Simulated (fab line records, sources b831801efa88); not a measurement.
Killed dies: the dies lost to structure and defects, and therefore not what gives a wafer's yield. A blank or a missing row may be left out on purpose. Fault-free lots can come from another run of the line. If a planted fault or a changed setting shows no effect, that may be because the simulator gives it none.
fab line records || flow gf180mcu
record {"lots": 7, "wafers": 21, "last_day": 34}
route steps=602 shown CONTACT@287
lots with no fault: from the same line, run without faults
start_h: start of the lot's first displayed wafer, in hours after the record's first day || wait_h: hours since the lot's step before || " identical to the entry in the row above || L1.1+2: one row covering several wafers at once || - value missing, or start not given || * or withheld: withheld || < > ~ a bound
route shown NAME@n: a module of which the file shows steps, and the number in the route of the first || usual: mean/standard deviation of fault-free wafers || same: alike in all rows || chamber/n: place in a boat || sites: readings site by site || _std_site: the standard deviation of these || _edge_site: the outer-site mean with the inner-site mean subtracted || radius_mm: for every site, how far away it sits from the centre of the wafer || mask NAME#n: copy n || behind: the last tool/chamber to shape the wafer || hold: why the lot was held/for how many hours/how that ended || device: which transistor (n, p or np) failed to switch || end of line: the tests these same wafers got at the end of their route || a step with no rows: only its recipe || killed: dies lost to structure and defects at the first sort, not the wafer's yield || map: a wafer's dies, x killed, . not, _ none there
set.NAME: the setting as run; set.NAME@STEP: as run at that earlier step || model.NAME: the simulator's own value behind a step, which no gauge read
certain route steps with their lots: each step a table, each wafer a row
services: a tool's chamber out of use, with start hour (start_h, from the record's first day; less than 0 if before it), hours out, and reason
## steps
# step GF_CONTACT_CVD_00
# recipe {"material": "SiO2", "target_thk_nm": 300, "sigma_open_frac": 0.3, "temp_c": 400, "time_s": 50, "sih4_flow_sccm": 60, "pressure_mtorr": 6}
# step GF_CONTACT_THK_MEAS_01
# recipe {"reads": "SiO2_of_CONTACT_CVD_00"}
# usual {"CONTACT_CVD_00_THK": "300/3.1"}
{"lot.wafer": "L795.1", "tool": "film_metro-04", "chamber": "-", "start_h": 443.67, "wait_h": 0.0, "CONTACT_CVD_00_THK[nm]": 302}
{"lot.wafer": "L795.2", "tool": "film_metro-04", "chamber": "-", "start_h": 443.67, "wait_h": 0.0, "CONTACT_CVD_00_THK[nm]": 296}
{"lot.wafer": "L795.6", "tool": "film_metro-04", "chamber": "-", "start_h": 443.67, "wait_h": 0.0, "CONTACT_CVD_00_THK[nm]": 300}
{"lot.wafer": "L796.2", "tool": "film_metro-03", "chamber": "-", "start_h": 451.73, "wait_h": 0.0, "CONTACT_CVD_00_THK[nm]": 306}
{"lot.wafer": "L796.3", "tool": "film_metro-03", "chamber": "-", "start_h": 451.73, "wait_h": 0.0, "CONTACT_CVD_00_THK[nm]": 299}
{"lot.wafer": "L796.6", "tool": "film_metro-03", "chamber": "-", "start_h": 451.73, "wait_h": 0.0, "CONTACT_CVD_00_THK[nm]": 301}
{"lot.wafer": "L798.3", "tool": "film_metro-01", "chamber": "-", "start_h": 464.50, "wait_h": 0.0, "CONTACT_CVD_00_THK[nm]": 302}
{"lot.wafer": "L798.5", "tool": "film_metro-01", "chamber": "-", "start_h": 464.50, "wait_h": 0.0, "CONTACT_CVD_00_THK[nm]": 302}
{"lot.wafer": "L798.6", "tool": "film_metro-01", "chamber": "-", "start_h": 464.50, "wait_h": 0.0, "CONTACT_CVD_00_THK[nm]": 301}
{"lot.wafer": "L799.1", "tool": "film_metro-01", "chamber": "-", "start_h": 478.61, "wait_h": 0.0, "CONTACT_CVD_00_THK[nm]": 305}
{"lot.wafer": "L799.3", "tool": "film_metro-01", "chamber": "-", "start_h": 478.61, "wait_h": 0.0, "CONTACT_CVD_00_THK[nm]": 304}
{"lot.wafer": "L799.6", "tool": "film_metro-01", "chamber": "-", "start_h": 478.61, "wait_h": 0.0, "CONTACT_CVD_00_THK[nm]": 309}
{"lot.wafer": "L800.1", "tool": "film_metro-04", "chamber": "-", "start_h": 485.69, "wait_h": 0.0, "CONTACT_CVD_00_THK[nm]": 299}
{"lot.wafer": "L800.3", "tool": "film_metro-04", "chamber": "-", "start_h": 485.69, "wait_h": 0.0, "CONTACT_CVD_00_THK[nm]": 297}
{"lot.wafer": "L800.5", "tool": "film_metro-04", "chamber": "-", "start_h": 485.69, "wait_h": 0.0, "CONTACT_CVD_00_THK[nm]": 299}
{"lot.wafer": "L805.2", "tool": "film_metro-03", "chamber": "-", "start_h": 517.94, "wait_h": 0.0, "CONTACT_CVD_00_THK[nm]": 302}
{"lot.wafer": "L805.3", "tool": "film_metro-03", "chamber": "-", "start_h": 517.94, "wait_h": 0.0, "CONTACT_CVD_00_THK[nm]": 301}
{"lot.wafer": "L805.5", "tool": "film_metro-03", "chamber": "-", "start_h": 517.94, "wait_h": 0.0, "CONTACT_CVD_00_THK[nm]": 302}
{"lot.wafer": "L806.1", "tool": "film_metro-04", "chamber": "-", "start_h": 526.90, "wait_h": 0.0, "CONTACT_CVD_00_THK[nm]": 303}
{"lot.wafer": "L806.3", "tool": "film_metro-04", "chamber": "-", "start_h": 526.90, "wait_h": 0.0, "CONTACT_CVD_00_THK[nm]": 302}
{"lot.wafer": "L806.5", "tool": "film_metro-04", "chamber": "-", "start_h": 526.90, "wait_h": 0.0, "CONTACT_CVD_00_THK[nm]": 301}
# step GF_CONTACT_CVD_02
# recipe {"material": "SiO2", "target_thk_nm": 860, "precursor": "TEOS", "temp_c": 400, "time_s": 95.992, "rf_w": 600}
# usual {"heater_power_outer_w": "348/54", "heater_power_w": "622/88"}
{"lot.wafer": "L795.1", "tool": "pecvd-01", "chamber": 1, "start_h": 443.73, "wait_h": 0.1, "heater_power_outer_w": 329, "heater_power_w": 534}
{"lot.wafer": "L795.2", "tool": "pecvd-01", "chamber": 0, "start_h": 443.73, "wait_h": 0.1, "heater_power_outer_w": 363, "heater_power_w": 588}
{"lot.wafer": "L795.6", "tool": "pecvd-01", "chamber": 1, "start_h": 443.73, "wait_h": 0.1, "heater_power_outer_w": 252, "heater_power_w": 432}
{"lot.wafer": "L796.2", "tool": "pecvd-04", "chamber": 1, "start_h": 451.78, "wait_h": 0.0, "heater_power_outer_w": 354, "heater_power_w": 662}
{"lot.wafer": "L796.3", "tool": "pecvd-04", "chamber": 0, "start_h": 451.78, "wait_h": 0.0, "heater_power_outer_w": 388, "heater_power_w": 741}
{"lot.wafer": "L796.6", "tool": "pecvd-04", "chamber": 2, "start_h": 451.78, "wait_h": 0.0, "heater_power_outer_w": 337, "heater_power_w": 649}
{"lot.wafer": "L798.3", "tool": "pecvd-03", "chamber": 1, "start_h": 464.54, "wait_h": 0.0, "heater_power_outer_w": 368, "heater_power_w": 647}
{"lot.wafer": "L798.5", "tool": "pecvd-03", "chamber": 1, "start_h": 464.54, "wait_h": 0.0, "heater_power_outer_w": 399, "heater_power_w": 696}
{"lot.wafer": "L798.6", "tool": "pecvd-03", "chamber": 0, "start_h": 464.54, "wait_h": 0.0, "heater_power_outer_w": 349, "heater_power_w": 585}
{"lot.wafer": "L799.1", "tool": "pecvd-01", "chamber": 2, "start_h": 478.67, "wait_h": 0.1, "heater_power_outer_w": 401, "heater_power_w": 736}
{"lot.wafer": "L799.3", "tool": "pecvd-01", "chamber": 0, "start_h": 478.67, "wait_h": 0.1, "heater_power_outer_w": 368, "heater_power_w": 591}
{"lot.wafer": "L799.6", "tool": "pecvd-01", "chamber": 0, "start_h": 478.67, "wait_h": 0.1, "heater_power_outer_w": 386, "heater_power_w": 621}
{"lot.wafer": "L800.1", "tool": "pecvd-03", "chamber": 0, "start_h": 485.75, "wait_h": 0.1, "heater_power_outer_w": 368, "heater_power_w": 588}
{"lot.wafer": "L800.3", "tool": "pecvd-03", "chamber": 2, "start_h": 485.75, "wait_h": 0.1, "heater_power_outer_w": 445, "heater_power_w": 717}
{"lot.wafer": "L800.5", "tool": "pecvd-03", "chamber": 1, "start_h": 485.75, "wait_h": 0.1, "heater_power_outer_w": 315, "heater_power_w": 582}
{"lot.wafer": "L805.2", "tool": "pecvd-04", "chamber": 2, "start_h": 517.99, "wait_h": 0.0, "heater_power_outer_w": 334, "heater_power_w": 643}
{"lot.wafer": "L805.3", "tool": "pecvd-04", "chamber": 0, "start_h": 517.99, "wait_h": 0.0, "heater_power_outer_w": 367, "heater_power_w": 676}
{"lot.wafer": "L805.5", "tool": "pecvd-04", "chamber": 0, "start_h": 517.99, "wait_h": 0.0, "heater_power_outer_w": 403, "heater_power_w": 734}
{"lot.wafer": "L806.1", "tool": "pecvd-04", "chamber": 1, "start_h": 526.96, "wait_h": 0.1, "heater_power_outer_w": 369, "heater_power_w": 668}
{"lot.wafer": "L806.3", "tool": "pecvd-04", "chamber": 0, "start_h": 526.96, "wait_h": 0.1, "heater_power_outer_w": 396, "heater_power_w": 743}
{"lot.wafer": "L806.5", "tool": "pecvd-04", "chamber": 1, "start_h": 526.96, "wait_h": 0.1, "heater_power_outer_w": 255, "heater_power_w": 525}
# step GF_CONTACT_THK_MEAS_03
# recipe {"reads": "SiO2_of_CONTACT_CVD_02"}
# usual {"CONTACT_CVD_02_THK": "866/12"}
{"lot.wafer": "L795.1", "tool": "film_metro-01", "chamber": "-", "start_h": 443.80, "wait_h": 0.0, "CONTACT_CVD_02_THK[nm]": 856}
{"lot.wafer": "L795.2", "tool": "film_metro-01", "chamber": "-", "start_h": 443.80, "wait_h": 0.0, "CONTACT_CVD_02_THK[nm]": 870}
{"lot.wafer": "L795.6", "tool": "film_metro-01", "chamber": "-", "start_h": 443.80, "wait_h": 0.0, "CONTACT_CVD_02_THK[nm]": 869}
{"lot.wafer": "L796.2", "tool": "film_metro-03", "chamber": "-", "start_h": 451.86, "wait_h": 0.0, "CONTACT_CVD_02_THK[nm]": 874}
{"lot.wafer": "L796.3", "tool": "film_metro-03", "chamber": "-", "start_h": 451.86, "wait_h": 0.0, "CONTACT_CVD_02_THK[nm]": 876}
{"lot.wafer": "L796.6", "tool": "film_metro-03", "chamber": "-", "start_h": 451.86, "wait_h": 0.0, "CONTACT_CVD_02_THK[nm]": 881}
{"lot.wafer": "L798.3", "tool": "film_metro-04", "chamber": "-", "start_h": 464.63, "wait_h": 0.1, "CONTACT_CVD_02_THK[nm]": 867}
{"lot.wafer": "L798.5", "tool": "film_metro-04", "chamber": "-", "start_h": 464.63, "wait_h": 0.1, "CONTACT_CVD_02_THK[nm]": 874}
{"lot.wafer": "L798.6", "tool": "film_metro-04", "chamber": "-", "start_h": 464.63, "wait_h": 0.1, "CONTACT_CVD_02_THK[nm]": 872}
{"lot.wafer": "L799.1", "tool": "film_metro-04", "chamber": "-", "start_h": 478.74, "wait_h": 0.0, "CONTACT_CVD_02_THK[nm]": 848}
{"lot.wafer": "L799.3", "tool": "film_metro-04", "chamber": "-", "start_h": 478.74, "wait_h": 0.0, "CONTACT_CVD_02_THK[nm]": 853}
{"lot.wafer": "L799.6", "tool": "film_metro-04", "chamber": "-", "start_h": 478.74, "wait_h": 0.0, "CONTACT_CVD_02_THK[nm]": 870}
{"lot.wafer": "L800.1", "tool": "film_metro-01", "chamber": "-", "start_h": 485.82, "wait_h": 0.0, "CONTACT_CVD_02_THK[nm]": 846}
{"lot.wafer": "L800.3", "tool": "film_metro-01", "chamber": "-", "start_h": 485.82, "wait_h": 0.0, "CONTACT_CVD_02_THK[nm]": 850}
{"lot.wafer": "L800.5", "tool": "film_metro-01", "chamber": "-", "start_h": 485.82, "wait_h": 0.0, "CONTACT_CVD_02_THK[nm]": 878}
{"lot.wafer": "L805.2", "tool": "film_metro-01", "chamber": "-", "start_h": 518.07, "wait_h": 0.0, "CONTACT_CVD_02_THK[nm]": 863}
{"lot.wafer": "L805.3", "tool": "film_metro-01", "chamber": "-", "start_h": 518.07, "wait_h": 0.0, "CONTACT_CVD_02_THK[nm]": 862}
{"lot.wafer": "L805.5", "tool": "film_metro-01", "chamber": "-", "start_h": 518.07, "wait_h": 0.0, "CONTACT_CVD_02_THK[nm]": 885}
{"lot.wafer": "L806.1", "tool": "film_metro-04", "chamber": "-", "start_h": 527.03, "wait_h": 0.0, "CONTACT_CVD_02_THK[nm]": 872}
{"lot.wafer": "L806.3", "tool": "film_metro-04", "chamber": "-", "start_h": 527.03, "wait_h": 0.0, "CONTACT_CVD_02_THK[nm]": 872}
{"lot.wafer": "L806.5", "tool": "film_metro-04", "chamber": "-", "start_h": 527.03, "wait_h": 0.0, "CONTACT_CVD_02_THK[nm]": 879}
# step GF_CONTACT_CMP_04
# recipe {"material": "SiO2", "down_force_psi": 4, "platen_rpm": 60, "pad_velocity_m_s": 0.94248}
# usual {"motor_current_A": "12.3/1.3", "time_to_endpoint_s": "115/6.1"}
{"lot.wafer": "L795.2", "tool": "cmp-01", "chamber": 2, "start_h": 443.86, "wait_h": 0.0, "motor_current_A": 10.9, "time_to_endpoint_s": 111}
{"lot.wafer": "L795.1", "tool": "cmp-01", "chamber": 0, "start_h": 443.86, "wait_h": 0.0, "motor_current_A": 13.1, "time_to_endpoint_s": 108}
{"lot.wafer": "L795.6", "tool": "cmp-01", "chamber": 2, "start_h": 443.86, "wait_h": 0.0, "motor_current_A": 10.4, "time_to_endpoint_s": 115}
{"lot.wafer": "L796.2", "tool": "cmp-02", "chamber": 3, "start_h": 451.91, "wait_h": 0.0, "motor_current_A": 12.2, "time_to_endpoint_s": 118}
{"lot.wafer": "L796.3", "tool": "cmp-02", "chamber": 1, "start_h": 451.91, "wait_h": 0.0, "motor_current_A": 15.1, "time_to_endpoint_s": 128}
{"lot.wafer": "L796.6", "tool": "cmp-02", "chamber": 3, "start_h": 451.91, "wait_h": 0.0, "motor_current_A": 12.8, "time_to_endpoint_s": 126}
{"lot.wafer": "L798.3", "tool": "cmp-02", "chamber": 2, "start_h": 464.67, "wait_h": 0.0, "motor_current_A": 12.2, "time_to_endpoint_s": 119}
{"lot.wafer": "L798.5", "tool": "cmp-02", "chamber": 2, "start_h": 464.67, "wait_h": 0.0, "motor_current_A": 12.0, "time_to_endpoint_s": 121}
{"lot.wafer": "L798.6", "tool": "cmp-02", "chamber": 3, "start_h": 464.67, "wait_h": 0.0, "motor_current_A": 12.7, "time_to_endpoint_s": 113}
{"lot.wafer": "L799.3", "tool": "cmp-02", "chamber": 1, "start_h": 478.80, "wait_h": 0.0, "motor_current_A": 14.4, "time_to_endpoint_s": 113}
{"lot.wafer": "L799.1", "tool": "cmp-02", "chamber": 0, "start_h": 478.80, "wait_h": 0.0, "motor_current_A": 10.6, "time_to_endpoint_s": 111}
{"lot.wafer": "L799.6", "tool": "cmp-02", "chamber": 2, "start_h": 478.80, "wait_h": 0.0, "motor_current_A": 12.5, "time_to_endpoint_s": 121}
{"lot.wafer": "L800.3", "tool": "cmp-02", "chamber": 2, "start_h": 485.98, "wait_h": 0.1, "motor_current_A": 12.4, "time_to_endpoint_s": 113}
{"lot.wafer": "L800.1", "tool": "cmp-02", "chamber": 3, "start_h": 485.98, "wait_h": 0.1, "motor_current_A": 12.5, "time_to_endpoint_s": 106}
{"lot.wafer": "L800.5", "tool": "cmp-02", "chamber": 1, "start_h": 485.98, "wait_h": 0.1, "motor_current_A": 14.0, "time_to_endpoint_s": 125}
{"lot.wafer": "L805.3", "tool": "cmp-02", "chamber": 1, "start_h": 518.12, "wait_h": 0.0, "motor_current_A": 15.0, "time_to_endpoint_s": 122}
{"lot.wafer": "L805.2", "tool": "cmp-02", "chamber": 3, "start_h": 518.12, "wait_h": 0.0, "motor_current_A": 13.5, "time_to_endpoint_s": 114}
{"lot.wafer": "L805.5", "tool": "cmp-02", "chamber": 2, "start_h": 518.12, "wait_h": 0.0, "motor_current_A": 12.7, "time_to_endpoint_s": 126}
{"lot.wafer": "L806.1", "tool": "cmp-01", "chamber": 0, "start_h": 527.09, "wait_h": 0.1, "motor_current_A": 12.9, "time_to_endpoint_s": 112}
{"lot.wafer": "L806.3", "tool": "cmp-01", "chamber": 2, "start_h": 527.09, "wait_h": 0.1, "motor_current_A": 10.7, "time_to_endpoint_s": 111}
{"lot.wafer": "L806.5", "tool": "cmp-01", "chamber": 1, "start_h": 527.09, "wait_h": 0.1, "motor_current_A": 12.2, "time_to_endpoint_s": 114}
# step GF_CONTACT_BOW_MEAS_05
# recipe {"mode": "bow"}
# usual {"CONTACT_BOW": "64/6.9"}
{"lot.wafer": "L795.1", "tool": "film_metro-04", "chamber": "-", "start_h": 444.16, "wait_h": 0.1, "CONTACT_BOW[um]": 53}
{"lot.wafer": "L795.2", "tool": "film_metro-04", "chamber": "-", "start_h": 444.16, "wait_h": 0.1, "CONTACT_BOW[um]": 52}
{"lot.wafer": "L795.6", "tool": "film_metro-04", "chamber": "-", "start_h": 444.16, "wait_h": 0.1, "CONTACT_BOW[um]": 65}
{"lot.wafer": "L796.2", "tool": "film_metro-04", "chamber": "-", "start_h": 452.23, "wait_h": 0.3, "CONTACT_BOW[um]": 71}
{"lot.wafer": "L796.3", "tool": "film_metro-04", "chamber": "-", "start_h": 452.23, "wait_h": 0.3, "CONTACT_BOW[um]": 65}
{"lot.wafer": "L796.6", "tool": "film_metro-04", "chamber": "-", "start_h": 452.23, "wait_h": 0.3, "CONTACT_BOW[um]": 72}
{"lot.wafer": "L798.3", "tool": "film_metro-01", "chamber": "-", "start_h": 465.01, "wait_h": 0.3, "CONTACT_BOW[um]": 66}
{"lot.wafer": "L798.5", "tool": "film_metro-01", "chamber": "-", "start_h": 465.01, "wait_h": 0.3, "CONTACT_BOW[um]": 67}
{"lot.wafer": "L798.6", "tool": "film_metro-01", "chamber": "-", "start_h": 465.01, "wait_h": 0.3, "CONTACT_BOW[um]": 54}
{"lot.wafer": "L799.1", "tool": "film_metro-03", "chamber": "-", "start_h": 479.10, "wait_h": 0.1, "CONTACT_BOW[um]": 53}
{"lot.wafer": "L799.3", "tool": "film_metro-03", "chamber": "-", "start_h": 479.10, "wait_h": 0.1, "CONTACT_BOW[um]": 48}
{"lot.wafer": "L799.6", "tool": "film_metro-03", "chamber": "-", "start_h": 479.10, "wait_h": 0.1, "CONTACT_BOW[um]": 61}
{"lot.wafer": "L800.1", "tool": "film_metro-03", "chamber": "-", "start_h": 486.18, "wait_h": 0.1, "CONTACT_BOW[um]": 69}
{"lot.wafer": "L800.3", "tool": "film_metro-03", "chamber": "-", "start_h": 486.18, "wait_h": 0.1, "CONTACT_BOW[um]": 60}
{"lot.wafer": "L800.5", "tool": "film_metro-03", "chamber": "-", "start_h": 486.18, "wait_h": 0.1, "CONTACT_BOW[um]": 51}
{"lot.wafer": "L805.2", "tool": "film_metro-03", "chamber": "-", "start_h": 518.44, "wait_h": 0.2, "CONTACT_BOW[um]": 64}
{"lot.wafer": "L805.3", "tool": "film_metro-03", "chamber": "-", "start_h": 518.44, "wait_h": 0.2, "CONTACT_BOW[um]": 59}
{"lot.wafer": "L805.5", "tool": "film_metro-03", "chamber": "-", "start_h": 518.44, "wait_h": 0.2, "CONTACT_BOW[um]": 49}
{"lot.wafer": "L806.1", "tool": "film_metro-03", "chamber": "-", "start_h": 527.39, "wait_h": 0.2, "CONTACT_BOW[um]": 62}
{"lot.wafer": "L806.3", "tool": "film_metro-03", "chamber": "-", "start_h": 527.39, "wait_h": 0.2, "CONTACT_BOW[um]": 57}
{"lot.wafer": "L806.5", "tool": "film_metro-03", "chamber": "-", "start_h": 527.39, "wait_h": 0.2, "CONTACT_BOW[um]": 54}
# step GF_CONTACT_DEHYDRATE_06
# recipe {"temp_c": 200, "time_s": 60}
# step GF_CONTACT_HMDS_07
# recipe {"prime_time_s": 60, "prime_temp_c": 120}
# step GF_CONTACT_COAT_08
# recipe {"resist": "BARC", "temp_c": "withheld", "time_s": "withheld", "spin_rpm": "withheld", "resist_thk_nm": "withheld"}
# step GF_CONTACT_COAT_09
# recipe {"resist": "KrF", "spin_rpm": "withheld", "resist_thk_nm": 1000}
# step GF_CONTACT_SOFTBAKE_10
# recipe {"temp_c": 130, "time_s": 60, "resist": "KrF"}
# step GF_CONTACT_EXPOSE_11
# recipe {"mask_id": "Contact", "target_cd_nm": 220, "na": 0.68, "source_shape": "conventional", "sigma_outer": 0.6, "dose_mj": 38}
# step GF_CONTACT_PEB_12
# recipe {"peb_temp_c": 135, "peb_time_s": 90, "resist": "KrF"}
# usual {"chill_plate_temp_C": "23.01/0.11", "exhaust_pa": "45.0/0.8", "resist_line_temp_C": "22.99/0.11"}
{"lot.wafer": "L795.1", "tool": "litho_track-02", "chamber": 0, "start_h": 467.86, "wait_h": "-", "chill_plate_temp_C": 22.91, "exhaust_pa": 46.6, "resist_line_temp_C": 22.93}
{"lot.wafer": "L795.2", "tool": "litho_track-02", "chamber": 0, "start_h": 467.86, "wait_h": "-", "chill_plate_temp_C": 22.87, "exhaust_pa": 46.1, "resist_line_temp_C": 22.94}
{"lot.wafer": "L795.6", "tool": "litho_track-02", "chamber": 0, "start_h": 467.86, "wait_h": "-", "chill_plate_temp_C": 23.02, "exhaust_pa": 46.5, "resist_line_temp_C": 22.80}
{"lot.wafer": "L796.2", "tool": "litho_track-01", "chamber": 0, "start_h": 476.13, "wait_h": "-", "chill_plate_temp_C": 23.14, "exhaust_pa": 44.5, "resist_line_temp_C": 22.90}
{"lot.wafer": "L796.3", "tool": "litho_track-01", "chamber": 0, "start_h": 476.13, "wait_h": "-", "chill_plate_temp_C": 23.14, "exhaust_pa": 44.7, "resist_line_temp_C": 22.88}
{"lot.wafer": "L796.6", "tool": "litho_track-01", "chamber": 0, "start_h": 476.13, "wait_h": "-", "chill_plate_temp_C": 22.97, "exhaust_pa": 45.9, "resist_line_temp_C": 22.66}
{"lot.wafer": "L798.3", "tool": "litho_track-01", "chamber": "-", "start_h": 488.81, "wait_h": "-", "chill_plate_temp_C": "-", "exhaust_pa": "-", "resist_line_temp_C": "-"}
{"lot.wafer": "L798.5", "tool": "litho_track-01", "chamber": "-", "start_h": 488.81, "wait_h": "-", "chill_plate_temp_C": "-", "exhaust_pa": "-", "resist_line_temp_C": "-"}
{"lot.wafer": "L798.6", "tool": "litho_track-01", "chamber": "-", "start_h": 488.81, "wait_h": "-", "chill_plate_temp_C": "-", "exhaust_pa": "-", "resist_line_temp_C": "-"}
{"lot.wafer": "L799.1", "tool": "litho_track-01", "chamber": "-", "start_h": 503.05, "wait_h": "-", "chill_plate_temp_C": "-", "exhaust_pa": "-", "resist_line_temp_C": "-"}
{"lot.wafer": "L799.3", "tool": "litho_track-01", "chamber": "-", "start_h": 503.05, "wait_h": "-", "chill_plate_temp_C": "-", "exhaust_pa": "-", "resist_line_temp_C": "-"}
{"lot.wafer": "L799.6", "tool": "litho_track-01", "chamber": "-", "start_h": 503.05, "wait_h": "-", "chill_plate_temp_C": "-", "exhaust_pa": "-", "resist_line_temp_C": "-"}
{"lot.wafer": "L800.1", "tool": "litho_track-02", "chamber": "-", "start_h": 510.61, "wait_h": "-", "chill_plate_temp_C": "-", "exhaust_pa": "-", "resist_line_temp_C": "-"}
{"lot.wafer": "L800.3", "tool": "litho_track-02", "chamber": "-", "start_h": 510.61, "wait_h": "-", "chill_plate_temp_C": "-", "exhaust_pa": "-", "resist_line_temp_C": "-"}
{"lot.wafer": "L800.5", "tool": "litho_track-02", "chamber": "-", "start_h": 510.61, "wait_h": "-", "chill_plate_temp_C": "-", "exhaust_pa": "-", "resist_line_temp_C": "-"}
{"lot.wafer": "L805.2", "tool": "litho_track-04", "chamber": 0, "start_h": 539.63, "wait_h": "-", "chill_plate_temp_C": 23.21, "exhaust_pa": 44.3, "resist_line_temp_C": 22.89}
{"lot.wafer": "L805.3", "tool": "litho_track-04", "chamber": 0, "start_h": 539.63, "wait_h": "-", "chill_plate_temp_C": 23.20, "exhaust_pa": 43.9, "resist_line_temp_C": 22.92}
{"lot.wafer": "L805.5", "tool": "litho_track-04", "chamber": 0, "start_h": 539.63, "wait_h": "-", "chill_plate_temp_C": 23.10, "exhaust_pa": 44.4, "resist_line_temp_C": 22.98}
{"lot.wafer": "L806.1", "tool": "litho_track-04", "chamber": 0, "start_h": 549.15, "wait_h": "-", "chill_plate_temp_C": 23.15, "exhaust_pa": 44.2, "resist_line_temp_C": 23.20}
{"lot.wafer": "L806.3", "tool": "litho_track-04", "chamber": 0, "start_h": 549.15, "wait_h": "-", "chill_plate_temp_C": 23.11, "exhaust_pa": 45.3, "resist_line_temp_C": 23.06}
{"lot.wafer": "L806.5", "tool": "litho_track-04", "chamber": 0, "start_h": 549.15, "wait_h": "-", "chill_plate_temp_C": 23.15, "exhaust_pa": 44.8, "resist_line_temp_C": 23.01}
# step GF_CONTACT_DEVELOP_13
# recipe {"develop_time_s": 60, "resist": "KrF", "dev_temp_c": 21}
## services
{"tool": "cmp-02", "chamber": "-", "start_h": 428.32, "hours": 0.6, "kind": "repair"}
{"tool": "cmp-01", "chamber": "-", "start_h": 438.27, "hours": 1.6, "kind": "repair"}
{"tool": "cmp-01", "chamber": "-", "start_h": 445.32, "hours": 0.9, "kind": "repair"}
{"tool": "pecvd-03", "chamber": 2, "start_h": 446.21, "hours": 8.1, "kind": "repair"}
{"tool": "pecvd-03", "chamber": "-", "start_h": 480.90, "hours": 0.5, "kind": "repair"}
{"tool": "pecvd-03", "chamber": 1, "start_h": 536.03, "hours": 8.1, "kind": "repair"}
{"tool": "pecvd-04", "chamber": "-", "start_h": 539.65, "hours": 14.6, "kind": "pm"}
## key
first_sign {"step": "GF_CONTACT_PEB_12", "reading": "tool_record", "direction": "missing"}
effect none on later readings
met_at GF_CONTACT_PEB_12
struck_wafers L798.3,L798.5,L798.6,L799.1,L799.3,L799.6,L800.1,L800.3,L800.5
later_rows_left_out L798.3,L798.5,L798.6,L799.1,L799.3,L799.6,L800.1,L800.3,L800.5
sort_left_out L798.3,L798.5,L798.6,L799.1,L799.3,L799.6,L800.1,L800.3,L800.5
tester_left_out L798,L799,L800
onset_between 476.13 488.81
fault {"kind": "skipped_step_whole", "tool": "litho_track-01,litho_track-02", "chamber": "-", "onset_h": 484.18, "steps": "GF_CONTACT_PEB_12", "scope": "struck_lots_only"}
# tester_left_out: of these lots the tester's yield and bins aren't shown, on N5 and GAA mostly nor the transistor test; their killed dies are dies lost to structure and defects alone, not to doping, threshold or leakage, so they don't give the yield
# sort_left_out: the simulated sort isn't trusted on such a fault, so these wafers' sort isn't shown, and their yield isn't known
# later_rows_left_out: the simulator's readings of these wafers behind a module that went badly wrong aren't trusted and aren't shown, but for the sort
